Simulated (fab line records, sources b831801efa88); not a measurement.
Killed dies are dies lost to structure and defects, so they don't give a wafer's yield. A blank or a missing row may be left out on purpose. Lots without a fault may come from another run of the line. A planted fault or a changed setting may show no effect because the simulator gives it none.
Chamber matching | flow sky130 | SKY_FIELD_ISO_ETCH_14 on rie_diel-04: 4 sister chambers
The step etches BARC in N2/H2, stops on SiO2, time 45.9 s, target depth 60 nm. 18 wafers are shown with their chamber, then 9 later ones without.

WAFERS WITH THEIR CHAMBER
wafer  | chamber | drypump_motor_current_A (A) | oes_product_au (a.u.) | throttle_valve_pct (%)
L076.2 | 1       | 5.2                         | 0.865                 | 13.223
L076.3 | 2       | 5.4                         | 0.853                 | 13.224
L076.4 | 3       | 5.3                         | 0.858                 | 13.226
L080.3 | 1       | 5.1                         | 0.863                 | 13.203
L080.4 | 0       | 5.2                         | 0.861                 | 13.229
L080.5 | 2       | 5.4                         | 0.855                 | 13.208
L081.1 | 3       | 5.3                         | 0.854                 | 13.230
L081.2 | 1       | 5.2                         | 0.863                 | 13.221
L081.5 | 3       | 5.3                         | 0.859                 | 13.221
L087.1 | 0       | 5.2                         | 0.846                 | 13.225
L087.2 | 2       | 5.4                         | 0.854                 | 13.214
L087.3 | 1       | 5.2                         | 0.860                 | 13.215
L089.1 | 2       | 5.4                         | 0.855                 | 13.220
L089.3 | 1       | 5.1                         | 0.856                 | 13.210
L089.6 | 1       | 5.1                         | 0.857                 | 13.228
L090.1 | 1       | 5.1                         | 0.858                 | 13.233
L090.3 | 0       | 5.2                         | 0.857                 | 13.214
L090.6 | 3       | 5.3                         | 0.847                 | 13.220

SIGNATURES (means of the wafers above)
reading                 | chamber 0 | chamber 1 | chamber 2 | chamber 3 | scatter within a chamber
drypump_motor_current_A | 5.200     | 5.143     | 5.400     | 5.300     | 0.035
oes_product_au          | 0.85467   | 0.86029   | 0.85425   | 0.85450   | 0.0045
throttle_valve_pct      | 13.22267  | 13.21900  | 13.21650  | 13.22425  | 0.00838
Rule: a wafer's distance from a chamber is the root of the sum, over the readings, of the square of ((its reading less the chamber's mean) divided by the reading's scatter). The wafer belongs to the nearest chamber; if the next one is less than 2 further off, it can't be placed. The scatter: the root of (the sum of the squares of (reading less its chamber's mean) over the shown wafers, divided by (wafers less chambers)).

WAFERS WITHOUT THEIR CHAMBER
wafer  | drypump_motor_current_A (A) | oes_product_au (a.u.) | throttle_valve_pct (%)
L091.1 | 5.1                         | 0.853                 | 13.212
L091.2 | 5.3                         | 0.857                 | 13.229
L091.4 | 5.4                         | 0.857                 | 13.237
L095.1 | 5.4                         | 0.865                 | 13.234
L095.5 | 5.4                         | 0.854                 | 13.230
L095.6 | 5.3                         | 0.853                 | 13.221
L097.3 | 5.2                         | 0.852                 | 13.210
L097.4 | 5.2                         | 0.859                 | 13.227
L097.5 | 5.3                         | 0.843                 | 13.230

WHICH CHAMBER EACH WENT THROUGH
wafer  | from the rows above          | in truth
L091.1 | can't be placed: 1 or 0      | 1
L091.2 | 3                            | 3
L091.4 | can't be placed: 2 or 3      | 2
L095.1 | can't be placed: 2 or 3      | 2
L095.5 | can't be placed: 2 or 3      | 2
L095.6 | 3                            | 3
L097.3 | can't be placed: 0 or 1 or 3 | 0
L097.4 | can't be placed: 0 or 1 or 3 | 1
L097.5 | can't be placed: 3 or 0 or 2 | 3
Placed correctly: 2 of 9. Can't be placed from these rows: 7 (the true chamber is among the candidates in 7). Placed wrongly: 0.
